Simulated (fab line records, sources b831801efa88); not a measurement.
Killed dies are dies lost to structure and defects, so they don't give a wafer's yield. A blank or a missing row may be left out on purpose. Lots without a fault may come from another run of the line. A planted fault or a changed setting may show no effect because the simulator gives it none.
Chamber matching | flow sfq_line | SFQ_TRILAYER_L0_CAP_PECVD_011 on pecvd-03: 3 sister chambers
The step deposits SiO2 from SiH4/N2O, time 13.333 s, target thk 60 nm. 6 wafers are shown with their chamber, then 7 later ones without.

WAFERS WITH THEIR CHAMBER
wafer  | chamber | throttle_valve_pct (%) | heater_power_w (W)
L676.6 | 2       | 24.1                   | 79
L677.1 | 0       | 22.8                   | 59
L677.3 | 2       | 23.9                   | 83
L677.6 | 1       | 23.5                   | 80
L681.2 | 1       | 23.6                   | 87
L681.3 | 0       | 22.6                   | 65

WAFERS WITHOUT THEIR CHAMBER
wafer  | throttle_valve_pct (%) | heater_power_w (W)
L681.4 | 23.8                   | 86
L682.4 | 22.4                   | 61
L682.5 | 24.0                   | 72
L682.6 | 23.7                   | 75
L684.1 | 22.9                   | 60
L684.3 | 24.4                   | 78
L684.5 | 23.1                   | 62

WHICH CHAMBER EACH WENT THROUGH
wafer  | from the rows above     | in truth
L681.4 | can't be placed: 2 or 1 | 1
L682.4 | 0                       | 0
L682.5 | 2                       | 2
L682.6 | can't be placed: 1 or 2 | 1
L684.1 | 0                       | 0
L684.3 | 2                       | 2
L684.5 | 0                       | 0
Placed correctly: 5 of 7. Can't be placed from these rows: 2 (the true chamber is among the candidates in 2). Placed wrongly: 0.
How it was worked out, from the rows above alone: a wafer's distance from a chamber is the root of the sum, over the readings, of the square of ((its reading less the chamber's mean) divided by the reading's scatter). The wafer belongs to the nearest chamber; if the next one is less than 2 further off, it can't be placed. A chamber's mean is the mean of its shown wafers. The scatter: the root of (the sum of the squares of (reading less its chamber's mean) over the shown wafers, divided by (wafers less chambers)).
